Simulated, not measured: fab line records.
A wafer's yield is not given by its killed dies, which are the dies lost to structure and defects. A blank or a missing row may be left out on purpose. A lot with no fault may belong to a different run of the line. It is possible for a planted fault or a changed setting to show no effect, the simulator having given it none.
Struck lot and sound lot, side by side :: flow sky130 :: 18 out of 708 route steps
Sound: these wafers, L179.2, L179.3, L179.6. Wafers L188.1, L188.2, L188.4 were the ones struck. Last of all comes the cause.
For every step that has rows: the tool of each side, followed by ch and its chambers, followed by its first start. Under that, the readings that differ: sound wafers :: struck wafers :: difference of the means :: sigmas: that difference in standard deviations of wafers without a fault.
alike: readings with means less than 2 such deviations apart, plus words and numbers identical on both sides. not compared: withheld readings, readings lacking a value on some wafer, bounds such as >300 that could conceal the same value, and numbers that have no deviation in the record and whose values overlap.
Wherever a step has rows on one side only, a row that says differs or no value, or a row with sigmas, the two part there. Numbers that don't overlap but have no deviation are shown without sigmas and don't part them. Lack of a reading on every wafer of one side parts them only where that side has two or more wafers.

first, 1 step without rows for these wafers: SKY_POLY_GATE_CVD_03 (deposits Si3N4 from DCS/NH3, target thk 75 nm, time 1290 s).
SKY_POLY_GATE_THK_MEAS_04:
  struck on filmMetro-01, day 20 21:43; sound on filmMetro-02, day 17 17:57
reading: POLY_GATE_CVD_03_THK (nm)
sound: 75.9 75.7 75.7
struck: 73.9 73.5 73.4
difference: -2.2
sigmas: -3
then, 8 steps without rows for these wafers: SKY_POLY_GATE_DEHYDRATE_05 (time 60 s); SKY_POLY_GATE_HMDS_06 (prime time 60 s); SKY_POLY_GATE_COAT_07 (resist thk 110 nm); SKY_POLY_GATE_COAT_08 (resist thk 450 nm); SKY_POLY_GATE_SOFTBAKE_09 (time 90 s); SKY_POLY_GATE_EXPOSE_10 (exposes mask P1M, target cd 150 nm); SKY_POLY_GATE_PEB_11; SKY_POLY_GATE_DEVELOP_12 (develop time 60 s).
SKY_POLY_GATE_CD_MEAS_13: target cd 150 nm.
  struck on cdSem-02, day 22 04:15; sound on cdSem-01, day 19 00:11
reading: cdNm (nm)
sound: 147.3 147.7 146.4
struck: 151.4 151.2 152.2
difference: +4.5
sigmas: +3
SKY_POLY_GATE_OVL_MEAS_14:
  struck on overlay-01, day 22 04:22; sound on overlay-02, day 19 00:17
  alike: POLY_GATE_OVL
SKY_POLY_GATE_ETCH_15: etches BARC in N2/H2, stops on SiO2, time 118.5 s, target depth 110 nm.
  sound on rieDiel-02 ch 0,2,3, day 19 00:19; struck on rieDiel-02 ch 0,1,2, day 22 04:25
reading: rfFwdPowerW (W)
sound: 497.7 496.7 497.4
struck: 577.0 577.1 577.3
difference: +79.9
sigmas: +47

reading: model.KrF-thick_of_POLY_GATE_COAT_08.thkNm (nm)
sound: 343.2 345 342
struck: 333.5 331.7 333.6
difference: -10.5
sigmas: 

reading: model.SiO2_of_SONOS_ONO_CVD_04.thkNm (nm)
sound: 4.134 4.121 4.12
struck: 3.517 3.556 3.484
difference: -0.606
sigmas: 
  alike: drypumpMotorCurrentA, h2FlowSccm, oesProductAu, throttleValvePct
  not compared: rfHoursCounterH, model.POLY_GATE.cdNm
SKY_POLY_GATE_ETCH_16: etches Si3N4 in CH3F/O2, stops on poly-Si, time 147.5 s, target depth 75 nm.
  sound on rieDiel-02 ch 0,2,3, day 19 00:24; struck on rieDiel-02 ch 0,1,2, day 22 04:29
  alike: drypumpMotorCurrentA, oesProductAu, rfFwdPowerW, throttleValvePct
  not compared: rfHoursCounterH
SKY_POLY_GATE_ETCH_17: etches poly-Si in HBr/Cl2, stops on SiO2, target depth 180 nm, time 70.5 s.
  sound on rieSi-02 ch 1,2,3, day 19 00:30; struck on rieSi-02 ch 1,2,3, day 22 04:35
reading: model.KrF-thick_of_POLY_GATE_COAT_08.thkNm (nm)
sound: 138.4 141 135.5
struck: 131.8 126 132.6
difference: -8.2
sigmas: 
  alike: drypumpMotorCurrentA, oesProductAu, rfFwdPowerW, throttleValvePct
  not compared: rfHoursCounterH, model.POLY_GATE.cdNm
SKY_POLY_GATE_STRIP_18: strips in O2/N2.
  sound on plasmaAsher-01 ch 0,1, day 19 00:34; struck on plasmaAsher-03 ch 0,1, day 22 04:39
reading: stripTimeToEndpointS (s)
sound: 3.142 3.168 3.134
struck: 3.069 3.009 3.095
difference: -0.090
sigmas: -3
  alike: drypumpMotorCurrentA, oesProductAu
  not compared: rfHoursCounterH
then, 1 step without rows for these wafers: SKY_POLY_GATE_CLEAN_19 (cleans in SC1/SC2, time 150 s).
-- a jump in the record: the struck wafers' starts before and after are 28 days apart (it breaks off in module POLY_GATE and resumes in module PAD_OPEN, where the first step shown is number 708 of the route) --
SKY_PAD_OPEN_PROBE_99:
  struck on prober-02, day 49 19:50; sound on prober-02, day 47 16:45
  alike: killed_at_M0_to_M3, killed_at_M4_up, killedAtContacts, killedAtFrontEnd, killedAtOther, killedDies, killedOpen, killedShort
  not compared: model.etest.resHighPo.widthNm, model.etest.resPoly.widthNm, model.etest.resXhighPo.widthNm

== WHERE THEY PART ==
At SKY_POLY_GATE_THK_MEAS_04 first; at SKY_POLY_GATE_STRIP_18 last (within this record only). Later steps at which nothing parts them and some readings are alike: SKY_PAD_OPEN_PROBE_99.

WHY: whatever the simulator had introduced
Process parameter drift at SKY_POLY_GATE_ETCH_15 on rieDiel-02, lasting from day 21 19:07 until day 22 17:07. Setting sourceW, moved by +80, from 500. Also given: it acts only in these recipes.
